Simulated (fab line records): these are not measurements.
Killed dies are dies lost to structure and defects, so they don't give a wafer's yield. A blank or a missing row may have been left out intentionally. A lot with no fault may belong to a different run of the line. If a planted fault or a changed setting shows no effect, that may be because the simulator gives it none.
fab line records | flow sky130
[record] lots = 24 wafers = 72 lastDay = 51
route steps=708 shown LI_CONTACT@378 CONTACT@429 METAL2@501 VIA2@520 VIA3@585
lots untouched by any fault: they come from a run of this same line in which no faults occurred
startH: hours from the record's first day to the start of the lot's first wafer shown | waitH: time in hours since the lot's previous step | " as in the row above | L1.1+2: several wafers, shown together as one row | - no value present, or no start provided | * or withheld: withheld | < > ~ a bound
route shown NAME@n: a module of which the file shows steps, and the number in the route of the first | usual: mean and standard deviation over wafers with no fault | same: alike in all rows | chamber/n: place in a boat | sites: the reading at each site | _std_site: the standard deviation of these | _edge_site: mean of outer sites minus mean of inner sites | radiusMm: for every site, how far away it sits from the centre of the wafer | mask NAME#n: copy n | behind: the most recent tool/chamber to have shaped the wafer | hold: why the lot went on hold/how many hours it stayed there/how the hold came to an end | device: the n, p or np transistor that did not switch | end of line: tests run on the same wafers once the route is complete | a step without rows: its recipe alone | killed: the dies lost at the first sort to structure and to defects; this is not the yield of the wafer | map: a wafer's dies, x killed, . not, _ none there
set.NAME: the run value of the setting; set.NAME@STEP: its run value at that earlier step | model.NAME: the simulator's own value behind a step, which no gauge read
the route's steps for a sample of lots (tables are steps, rows are wafers)
services: a tool's chamber out of use, with start hour (startH, from the record's first day; less than 0 if before it), hours out, and reason
[[steps]]
[step SKY_LI_CONTACT_STRIP_16]
[recipe] chemistry = O2/N2 powerW = 1400 pressureMtorr = 1500 platenTempC = withheld o2FlowSccm = 3000 n2FlowSccm = 300 overashFraction = 0.5
[usual] drypumpMotorCurrentA = 5.8/0.46 oesProductAu = 0.376/0.0054 stripTimeToEndpointS = 3.499/0.026
// columns lot.wafer tool chamber startH waitH drypumpMotorCurrentA oesProductAu rfHoursCounterH stripTimeToEndpointS
L074.2 plasmaAsher-03 0 667.51 - 5.5 0.365 92 3.467
L074.3 " 1 " " 6.4 0.381 - 3.478
L074.6 " 1 " " 6.4 0.382 - 3.490
L075.4 plasmaAsher-03 1 686.48 - 6.4 0.373 - 3.531
L075.5 " 1 " " 6.4 0.375 - 3.538
L075.6 " 0 " " 5.4 0.372 - 3.476
L076.1 plasmaAsher-03 1 689.06 - 6.5 0.373 95 3.518
L076.2 " 0 " " 5.5 0.371 95 3.480
L076.5 " 1 " " 6.4 0.368 - 3.480
L077.4 plasmaAsher-01 0 702.89 - 6.3 0.382 - 3.511
L077.5 " 1 " " 5.6 0.375 - 3.500
L077.6 " 0 " " 6.3 0.379 - 3.487
L078.3 plasmaAsher-01 0 734.98 - 6.3 0.382 - 3.518
L078.4 " 1 " " 5.6 0.379 - 3.549
L078.6 " 1 " " 5.6 0.364 - 3.481
L079.4 plasmaAsher-01 0 736.15 - 6.3 0.371 - 3.491
L079.5 " 1 " " 5.6 0.378 - 3.494
L079.6 " 0 " " 6.3 0.376 - 3.518
L080.1 plasmaAsher-01 1 736.25 - 5.6 0.377 30 3.523
L080.4 " 0 " " 6.2 0.378 - 3.534
L080.5 " 1 " " 5.6 0.381 - 3.543
L081.3 plasmaAsher-01 1 736.96 - 5.6 0.376 - 3.533
L081.5 " 1 " " 5.6 0.372 - 3.489
L081.6 " 0 " " 6.3 0.375 - 3.506
L082.3 plasmaAsher-04 1 743.03 - 5.6 0.379 - 3.427
L082.5 " 0 " " 5.1 0.374 - 3.444
L082.6 " 1 " " 5.6 0.383 - 3.486
L083.1 plasmaAsher-01 1 752.52 - 5.6 0.366 32 3.484
L083.3 " 0 " " 6.3 0.382 - 3.489
L083.5 " 0 " " 6.3 0.373 - 3.486
L084.1 plasmaAsher-04 0 765.61 - 5.1 0.379 64 3.580
L084.3 " 0 " " 5.1 0.372 - 3.504
L084.5 " 0 " " 5.1 0.380 - 3.531
L086.1 plasmaAsher-03 0 771.82 - 5.4 0.377 3 3.524
L086.3 " 1 " " 6.5 0.374 - 3.490
L086.6 " 1 " " 6.4 0.373 - 3.551
L085.1 plasmaAsher-04 1 776.81 - 5.6 0.376 65 3.492
L085.2 " 0 " " 5.1 0.379 65 3.489
L085.4 " 1 " " 5.6 0.381 - 3.493
L087.2 plasmaAsher-04 1 785.70 - 5.6 0.370 66 3.550
L087.4 " 1 " " 5.6 0.376 - 3.515
L087.6 " 0 " " 5.1 0.377 - 3.543
L088.2 plasmaAsher-01 0 786.05 - 6.3 0.374 35 3.480
L088.3 " 1 " " 5.6 0.379 - 3.482
L088.6 " 1 " " 5.6 0.377 - 3.462
L089.2 plasmaAsher-01 1 806.82 - 5.6 0.377 38 3.502
L089.5 " 0 " " 6.3 0.383 - 3.541
L089.6 " 1 " " 5.6 0.364 - 3.441
L090.2 plasmaAsher-04 1 814.51 - 5.6 0.379 69 3.543
L090.3 " 1 " " 5.6 0.379 - 3.558
L090.4 " 0 " " 5.1 0.378 - 3.512
L091.2 plasmaAsher-04 0 820.45 - 5.1 0.368 70 3.498
L091.3 " 1 " " 5.6 0.388 - 3.474
L091.5 " 1 " " 5.6 0.379 - 3.509
L092.2 plasmaAsher-03 0 826.01 - 5.4 0.381 7 3.485
L092.4 " 0 " " 5.4 0.373 - 3.466
L092.5 " 0 " " 5.4 0.381 - 3.486
L093.2 plasmaAsher-01 1 826.96 - 5.6 0.378 40 3.441
L093.3 " 0 " " 6.3 0.373 - 3.489
L093.6 " 1 " " 5.6 0.373 - 3.475
L094.1 plasmaAsher-03 1 833.71 - 6.4 0.387 8 3.536
L094.2 " 0 " " 5.4 0.371 8 3.512
L094.3 " 1 " " 6.4 0.377 - 3.497
L095.1 plasmaAsher-01 0 841.01 - 6.2 0.383 41 3.487
L095.5 " 1 " " 5.6 0.384 - 3.495
L095.6 " 0 " " 6.3 0.371 - 3.468
L097.1 plasmaAsher-01 1 867.66 - 5.6 0.361 44 3.463
L097.4 " 0 " " 6.3 0.368 - 3.477
L097.5 " 0 " " 6.3 0.366 - 3.481
L096.1 plasmaAsher-03 0 897.05 - 5.4 0.380 14 3.480
L096.2 " 1 " " 6.4 0.379 14 3.486
L096.6 " 0 " " 5.4 0.374 - 3.520
[step SKY_LI_CONTACT_CMP_24]
[recipe] stopOn = PSG tOverpolishS = 20 downForcePsi = 3.5 platenRpm = 60 targetThkNm = 0 padVelocityMS = 0.94248
[usual] motorCurrentA = 11.9/0.93 overpolishRunS = 20.000/0.0092 timeToEndpointS = 96/4.1
// columns lot.wafer tool chamber startH waitH motorCurrentA overpolishRunS timeToEndpointS
L074.2 cmp-01 2 668.25 0.0 12.2 19.997 97
L074.3 " 3 " " 12.0 20.002 96
L074.6 " 2 " " 11.9 20.013 93
L075.4 cmp-02 3 687.18 0.0 12.6 20.018 101
L075.6 " 3 " " 12.6 19.992 103
L075.5 " 0 " " 12.0 20.007 101
L076.1 cmp-02 3 689.85 0.1 12.1 20.006 101
L076.2 " 1 " " 10.2 20.004 99
L076.5 " 2 " " 10.8 20.002 100
L077.4 cmp-02 3 703.75 0.2 12.6 20.020 100
L077.6 " 0 " " 12.6 19.995 96
L077.5 " 1 " " 10.7 20.005 98
L078.4 cmp-02 1 735.73 0.1 10.1 19.991 94
L078.3 " 2 " " 11.5 20.011 87
L078.6 " 1 " " 10.6 19.994 93
L079.4 cmp-02 0 736.90 0.1 12.4 19.997 100
L079.5 " 3 " " 12.0 20.013 100
L079.6 " 0 " " 12.7 20.003 101
L080.4 cmp-01 3 737.03 0.1 12.3 20.000 92
L080.1 " 1 " " 11.8 20.004 87
L080.5 " 3 " " 11.9 19.999 93
L081.3 cmp-01 3 737.66 0.0 11.9 19.997 91
L081.6 " 3 " " 11.5 19.999 94
L081.5 " 0 " " 13.4 20.010 89
L082.3 cmp-02 2 743.75 0.0 11.4 19.994 101
L082.5 " 2 " " 10.8 19.996 98
L082.6 " 3 " " 12.4 19.988 102
L083.3 cmp-02 3 753.25 0.0 12.3 20.001 101
L083.1 " 2 " " 10.9 19.997 102
L083.5 " 0 " " 11.7 20.010 99
L084.1 cmp-02 2 766.40 0.1 11.0 19.996 101
L084.3 " 3 " " 12.2 20.000 104
L084.5 " 2 " " 11.2 20.003 102
L086.1 cmp-02 3 772.55 0.1 12.3 19.996 99
L086.3 " 0 " " 12.2 19.990 93
L086.6 " 0 " " 11.6 19.986 99
L085.2 cmp-02 1 777.69 0.0 10.7 20.002 102
L085.4 " 2 " " 11.3 20.020 102
L085.1 " 0 " " 12.2 19.999 102
L087.2 cmp-02 0 786.48 0.1 12.3 20.002 97
L087.4 " 2 " " 10.7 20.000 100
L087.6 " 3 " " 12.5 19.998 100
L088.3 cmp-01 3 786.78 0.0 12.3 19.995 94
L088.2 " 0 " " 13.8 20.016 94
L088.6 " 0 " " 13.0 20.003 91
L089.2 cmp-01 1 807.65 0.1 12.5 20.006 90
L089.5 " 3 " " 11.4 20.004 92
L089.6 " 0 " " 13.2 19.994 92
L090.3 cmp-01 0 815.25 0.0 13.1 20.003 94
L090.2 " 1 " " 11.5 19.997 94
L090.4 " 3 " " 12.2 19.995 92
L091.2 cmp-02 3 821.25 0.1 11.8 20.013 96
L091.3 " 0 " " 12.1 20.005 94
L091.5 " 2 " " 12.0 19.977 93
L092.4 cmp-01 0 826.75 0.0 13.8 19.996 94
L092.2 " 2 " " 12.2 20.003 92
L092.5 " 0 " " 13.3 19.992 88
L093.2 cmp-01 1 827.77 0.1 12.1 20.004 91
L093.3 " 3 " " 12.2 20.000 95
L093.6 " 1 " " 10.9 20.000 90
L094.1 cmp-02 2 834.45 0.1 11.1 20.003 91
L094.3 " 3 " " 12.0 19.996 94
L094.2 " 0 " " 12.4 19.991 93
L095.1 cmp-02 2 841.81 0.1 10.8 19.985 96
L095.6 " 1 " " 10.7 20.008 92
L095.5 " 2 " " 11.6 20.003 96
L097.1 cmp-01 1 868.40 0.1 11.4 19.993 96
L097.4 " 0 " " 14.0 19.976 94
L097.5 " 2 " " 11.4 19.990 93
L096.1 cmp-01 1 897.80 0.1 11.9 20.003 95
L096.2 " 0 " " 13.8 20.001 95
L096.6 " 2 " " 12.2 20.004 97
[step SKY_CONTACT_SPUTTER_23]
[recipe] material = TiN targetThkNm = 20 chamberPressurePa = 5 powerW = 4000 timeS = 80
[usual] throttleValvePct = 30.1/0.84
[same] timeS = 80
// columns lot.wafer tool chamber startH waitH throttleValvePct
L074.2 pvdSputter-01 - 728.01 0.0 30.4
L074.3 " - " " 30.0
L074.6 " - " " 30.5
L075.4 pvdSputter-01 - 745.98 0.0 30.2
L075.5 " - " " 30.0
L075.6 " - " " 29.6
L076.1 pvdSputter-01 - 749.05 0.0 29.8
L076.2 " - " " 30.3
L076.5 " - " " 30.3
L077.4 pvdSputter-02 - 762.39 0.0 31.9
L077.5 " - " " 30.2
L077.6 " - " " 31.4
L078.3 pvdSputter-01 - 792.01 0.0 29.8
L078.4 " - " " 30.0
L078.6 " - " " 29.3
L079.4 pvdSputter-04 - 793.23 0.0 29.1
L079.5 " - " " 29.4
L079.6 " - " " 29.3
L080.1 pvdSputter-02 - 793.58 0.0 29.9
L080.4 " - " " 31.2
L080.5 " - " " 31.4
L081.3 pvdSputter-04 - 794.90 0.0 29.4
L081.5 " - " " 29.4
L081.6 " - " " 29.4
L082.3 pvdSputter-01 - 800.60 0.0 30.5
L082.5 " - " " 30.4
L082.6 " - " " 29.9
L083.1 pvdSputter-02 - 809.37 0.0 31.6
L083.3 " - " " 31.5
L083.5 " - " " 30.3
L084.1 pvdSputter-01 - 821.90 0.0 29.5
L084.3 " - " " 30.4
L084.5 " - " " 30.3
L086.1 pvdSputter-02 - 830.31 0.0 27.9
L086.3 " - " " 31.9
L086.6 " - " " 30.3
L085.1 pvdSputter-04 - 833.68 0.0 29.1
L085.2 " - " " 30.8
L085.4 " - " " 29.6
L087.2 pvdSputter-04 - 842.04 0.0 30.4
L087.4 " - " " 29.6
L087.6 " - " " 31.0
L088.2 pvdSputter-02 - 842.95 0.0 32.0
L088.3 " - " " 28.1
L088.6 " - " " 28.2
L089.2 pvdSputter-01 - 862.24 0.0 30.2
L089.5 " - " " 30.1
L089.6 " - " " 29.6
L090.2 pvdSputter-01 - 869.80 0.0 29.9
L090.3 " - " " 29.7
L090.4 " - " " 30.1
L091.2 pvdSputter-04 - 875.05 0.0 30.6
L091.3 " - " " 29.2
L091.5 " - " " 29.5
L092.2 pvdSputter-02 - 879.87 0.0 31.3
L092.4 " - " " 30.1
L092.5 " - " " 31.6
L093.2 pvdSputter-01 - 881.38 0.0 30.0
L093.3 " - " " 29.5
L093.6 " - " " 30.3
L094.1 pvdSputter-01 - 889.49 0.0 30.2
L094.2 " - " " 30.1
L094.3 " - " " 30.4
L095.1 pvdSputter-04 - 896.11 0.0 29.3
L095.5 " - " " 29.7
L095.6 " - " " 29.2
L097.1 pvdSputter-01 - 922.65 0.0 30.2
L097.4 " - " " 29.9
L097.5 " - " " 29.6
L096.1 pvdSputter-04 - 950.35 0.0 29.5
L096.2 " - " " 31.0
L096.6 " - " " 29.6
[step SKY_METAL2_ETCH_18]
[recipe] chemistry = N2/H2 target = BARC ionEnergyEv = 200 biasW = 100 pressureMtorr = 30 n2FlowSccm = 100 h2FlowSccm = 200 icpW = 500 stopOn = SiO2 timeS = 45.9 targetDepthA = 600
[usual] drypumpMotorCurrentA = 5.98/0.29 oesProductAu = 0.854/0.0048 throttleValvePct = 13.225/0.0093
[same] timeS = 45.9
// columns lot.wafer tool chamber startH waitH drypumpMotorCurrentA oesProductAu rfHoursCounterH throttleValvePct
L074.2 rieMetal-03 0 812.92 0.0 6.27 0.853 1 13.222
L074.3 " 1 " " 5.94 0.856 - 13.226
L074.6 " 0 " " 6.27 0.848 - 13.230
L075.4 rieMetal-02 1 830.82 0.0 5.70 0.866 - 13.228
L075.5 " 0 " " 6.32 0.855 - 13.225
L075.6 " 1 " " 5.71 0.853 - 13.231
L076.1 rieMetal-03 0 832.57 0.0 6.25 0.854 2 13.224
L076.2 " 1 " " 5.95 0.865 10 13.236
L076.5 " 1 " " 5.93 0.857 - 13.226
L077.4 rieMetal-01 1 845.57 0.0 5.48 0.855 - 13.229
L077.5 " 1 " " 5.49 0.855 - 13.228
L077.6 " 0 " " 5.96 0.856 - 13.230
L078.3 rieMetal-01 0 874.72 0.0 5.99 0.851 - 13.234
L078.4 " 1 " " 5.46 0.854 - 13.235
L078.6 " 1 " " 5.49 0.857 - 13.221
L079.4 rieMetal-03 1 875.07 0.0 5.97 0.858 - 13.237
L079.5 " 1 " " 5.95 0.853 - 13.213
L079.6 " 0 " " 6.25 0.860 - 13.226
L080.1 rieMetal-02 0 875.42 0.0 6.28 0.856 13 13.240
L080.4 " 0 " " 6.29 0.860 - 13.218
L080.5 " 0 " " 6.27 0.844 - 13.227
L081.3 rieMetal-02 1 877.52 0.0 5.69 0.856 - 13.233
L081.5 " 0 " " 6.34 0.858 - 13.241
L081.6 " 1 " " 5.68 0.856 - 13.221
L082.3 rieMetal-02 1 882.39 0.0 5.71 0.851 - 13.218
L082.5 " 0 " " 6.30 0.845 - 13.210
L082.6 " 1 " " 5.70 0.855 - 13.227
L083.1 rieMetal-02 0 891.62 0.0 6.29 0.851 14 13.237
L083.3 " 0 " " 6.34 0.850 - 13.231
L083.5 " 0 " " 6.31 0.856 - 13.246
L084.1 rieMetal-03 0 903.87 0.0 6.26 0.848 5 13.220
L084.3 " 0 " " 6.26 0.843 - 13.234
L084.5 " 0 " " 6.25 0.846 - 13.223
L086.1 rieMetal-02 1 912.62 0.0 5.68 0.845 9 13.230
L086.3 " 0 " " 6.35 0.855 - 13.225
L086.6 " 0 " " 6.31 0.859 - 13.213
L085.1 rieMetal-01 0 915.32 0.0 6.02 0.856 17 13.223
L085.2 " 1 " " 5.50 0.855 5 13.212
L085.4 " 1 " " 5.51 0.855 - 13.219
L087.2 rieMetal-02 0 923.02 0.0 6.31 0.856 15 13.223
L087.4 " 1 " " 5.69 0.850 - 13.207
L087.6 " 0 " " 6.32 0.853 - 13.208
L088.2 rieMetal-03 1 924.40 0.0 5.95 0.856 14 13.233
L088.3 " 1 " " 5.96 0.850 - 13.222
L088.6 " 0 " " 6.26 0.856 - 13.232
L089.2 rieMetal-01 0 943.57 0.0 6.02 0.858 18 13.211
L089.5 " 0 " " 6.05 0.857 - 13.211
L089.6 " 1 " " 5.50 0.854 - 13.227
L090.2 rieMetal-01 0 950.37 0.0 5.98 0.849 18 13.219
L090.3 " 1 " " 5.50 0.858 - 13.216
L090.4 " 0 " " 5.97 0.862 - 13.223
L091.2 rieMetal-02 1 954.05 0.0 5.68 0.852 11 13.222
L091.3 " 1 " " 5.69 0.852 - 13.240
L091.5 " 1 " " 5.70 0.854 - 13.218
L092.2 rieMetal-03 0 958.57 0.0 6.26 0.853 7 13.222
L092.4 " 1 " " 5.96 0.851 - 13.224
L092.5 " 0 " " 6.27 0.860 - 13.223
L093.2 rieMetal-02 0 960.07 0.0 6.31 0.845 17 13.226
L093.3 " 1 " " 5.69 0.855 - 13.245
L093.6 " 0 " " 6.33 0.841 - 13.228
L094.1 rieMetal-02 0 968.22 0.0 6.30 0.852 18 13.222
L094.2 " 1 " " 5.70 0.850 12 13.212
L094.3 " 0 " " 6.31 0.848 - 13.209
L095.1 rieMetal-03 0 975.27 0.0 6.23 0.848 8 13.242
L095.5 " 1 " " 5.94 0.843 - 13.216
L095.6 " 0 " " 6.25 0.854 - 13.231
L097.1 rieMetal-02 1 998.90 0.0 5.69 0.849 14 13.241
L097.4 " 0 " " 6.34 0.858 - 13.209
L097.5 " 1 " " 5.67 0.857 - 13.223
L096.1 rieMetal-03 1 1025.02 0.0 5.96 0.850 19 13.227
L096.2 " 0 " " 6.23 0.863 11 13.214
L096.6 " 0 " " 6.25 0.854 - 13.224
[step SKY_VIA2_OVL_MEAS_13]
[usual] VIA2_OVL = 4/6.4
// columns lot.wafer tool chamber startH waitH VIA2_OVL[nm]
L074.2 overlay-01 - 840.34 0.1 4
L074.3 " - " " 5
L074.6 " - " " -2
L075.4 overlay-01 - 858.47 0.1 6
L075.5 " - " " 6
L075.6 " - " " 1
L076.1 overlay-01 - 859.49 0.1 11
L076.2 " - " " 6
L076.5 " - " " 8
L077.4 overlay-01 - 873.35 0.1 8
L077.5 " - " " -17
L077.6 " - " " -2
L078.3 overlay-02 - 902.51 0.1 5
L078.4 " - " " 11
L078.6 " - " " 15
L079.4 overlay-01 - 902.85 0.1 1
L079.5 " - " " 11
L079.6 " - " " 2
L080.1 overlay-02 - 903.18 0.1 8
L080.4 " - " " 6
L080.5 " - " " 8
L081.3 overlay-01 - 905.05 0.1 6
L081.5 " - " " 4
L081.6 " - " " 4
L082.3 overlay-02 - 909.65 0.1 -4
L082.5 " - " " 1
L082.6 " - " " 4
L083.1 overlay-02 - 918.58 0.1 7
L083.3 " - " " 3
L083.5 " - " " -6
L084.1 overlay-01 - 930.78 0.1 2
L084.3 " - " " 4
L084.5 " - " " 9
L086.1 overlay-02 - 939.40 0.1 -1
L086.3 " - " " 3
L086.6 " - " " 6
L085.1 overlay-02 - 941.14 0.1 6
L085.2 " - " " 5
L085.4 " - " " 3
L087.2 overlay-01 - 949.64 0.1 7
L087.4 " - " " 9
L087.6 " - " " -1
L088.2 overlay-02 - 950.59 0.1 7
L088.3 " - " " 9
L088.6 " - " " 5
L089.2 overlay-01 - 969.89 0.1 6
L089.5 " - " " -9
L089.6 " - " " -1
L090.2 overlay-02 - 975.86 0.1 -4
L090.3 " - " " 2
L090.4 " - " " 3
L091.2 overlay-01 - 981.14 0.1 -1
L091.3 " - " " -3
L091.5 " - " " 6
L092.2 overlay-02 - 984.29 0.1 13
L092.4 " - " " 8
L092.5 " - " " 2
L093.2 overlay-01 - 986.14 0.1 7
L093.3 " - " " -4
L093.6 " - " " 7
L094.1 overlay-02 - 993.49 0.1 17
L094.2 " - " " 5
L094.3 " - " " 12
L095.1 overlay-02 - 999.40 0.1 3
L095.5 " - " " -9
L095.6 " - " " 9
L097.1 overlay-02 - 1023.14 0.1 -9
L097.4 " - " " 1
L097.5 " - " " -2
L096.1 overlay-01 - 1048.89 0.1 18
L096.2 " - " " 12
L096.6 " - " " 4
[step SKY_VIA3_CD_MEAS_12]
[recipe] targetCdNm = 200
[usual] cdNm = 200.6/1.5
// columns lot.wafer tool chamber startH waitH cdNm
L074.2 cdSem-01 - 920.05 - 201.5
L074.3 " - " " 201.4
L074.6 " - " " 202.5
L075.4 cdSem-02 - 938.39 - 199.2
L075.5 " - " " 199.8
L075.6 " - " " 199.7
L076.1 cdSem-01 - 939.33 - 201.4
L076.2 " - " " 202.8
L076.5 " - " " 201.5
L077.4 cdSem-01 - 952.98 - 198.7
L077.5 " - " " 199.0
L077.6 " - " " 196.9
L078.3 cdSem-02 - 978.16 - 198.7
L078.4 " - " " 199.8
L078.6 " - " " 199.4
L079.4 cdSem-02 - 980.73 - 201.6
L079.5 " - " " 203.0
L079.6 " - " " 201.3
L080.1 cdSem-02 - 981.37 - 204.5
L080.4 " - " " 202.1
L080.5 " - " " 204.4
L081.3 cdSem-01 - 982.66 - 201.4
L081.5 " - " " 199.0
L081.6 " - " " 200.0
L082.3 cdSem-01 - 986.47 - 201.3
L082.5 " - " " 201.8
L082.6 " - " " 198.6
L083.1 cdSem-01 - 994.02 - 199.9
L083.3 " - " " 201.4
L083.5 " - " " 201.8
L084.1 cdSem-02 - 1007.42 - 201.5
L084.3 " - " " 201.7
L084.5 " - " " 200.3
L086.1 cdSem-01 - 1014.13 - 200.2
L086.3 " - " " 200.4
L086.6 " - " " 201.0
L085.1 cdSem-01 - 1014.82 - 199.9
L085.2 " - " " 200.3
L085.4 " - " " 200.3
L087.2 cdSem-02 - 1024.40 - 200.6
L087.4 " - " " 201.3
L087.6 " - " " 200.3
L088.2 cdSem-02 - 1025.90 - 197.2
L088.3 " - " " 197.7
L088.6 " - " " 198.9
L089.2 cdSem-01 - 1043.29 - 200.3
L089.5 " - " " 201.4
L089.6 " - " " 200.0
L090.2 cdSem-01 - 1049.80 - 202.3
L090.3 " - " " 199.7
L090.4 " - " " 200.0
L091.2 cdSem-01 - 1053.85 - 197.4
L091.3 " - " " 197.9
L091.5 " - " " 198.0
L092.2 cdSem-02 - 1057.49 - 202.2
L092.4 " - " " 203.0
L092.5 " - " " 202.4
L093.2 cdSem-01 - 1058.55 - 201.1
L093.3 " - " " 201.7
L093.6 " - " " 201.4
L094.1 cdSem-01 - 1064.13 - 199.2
L094.2 " - " " 201.8
L094.3 " - " " 199.8
L095.1 cdSem-01 - 1070.68 - 200.7
L095.5 " - " " 199.8
L095.6 " - " " 200.3
L097.1 cdSem-01 - 1090.98 - 200.6
L097.4 " - " " 199.9
L097.5 " - " " 199.9
L096.1 cdSem-01 - 1116.54 - 199.8
L096.2 " - " " 202.1
L096.6 " - " " 200.3
[[services]]
// columns tool chamber startH hours kind
rieMetal-03 0 648.46 5.2 repair
rieMetal-03 0 663.72 13.9 repair
pvdSputter-04 - 669.12 4.0 repair
plasmaAsher-01 - 671.22 15.6 pm
cmp-01 - 677.99 2.2 repair
cmp-02 - 692.23 0.9 repair
cmp-01 - 703.26 1.1 repair
cmp-01 - 744.30 4.0 pm
pvdSputter-01 - 789.67 2.1 repair
pvdSputter-01 - 837.56 9.8 repair
cmp-02 - 902.27 3.6 repair
rieMetal-02 - 904.70 0.1 repair
cmp-02 - 912.29 4.0 pm
plasmaAsher-01 - 920.76 10.1 pm
cmp-01 - 924.51 4.7 pm
cmp-02 - 944.16 17.6 pm
rieMetal-03 - 958.82 1.4 repair
plasmaAsher-01 - 960.72 0.6 repair
cmp-01 - 965.00 1.7 repair
plasmaAsher-01 - 968.31 3.0 repair
cmp-02 - 1000.52 4.5 pm
cmp-01 - 1008.52 0.7 repair
rieMetal-03 - 1013.87 2.8 pm
rieMetal-03 - 1017.03 0.9 repair
[[key]]
fault none
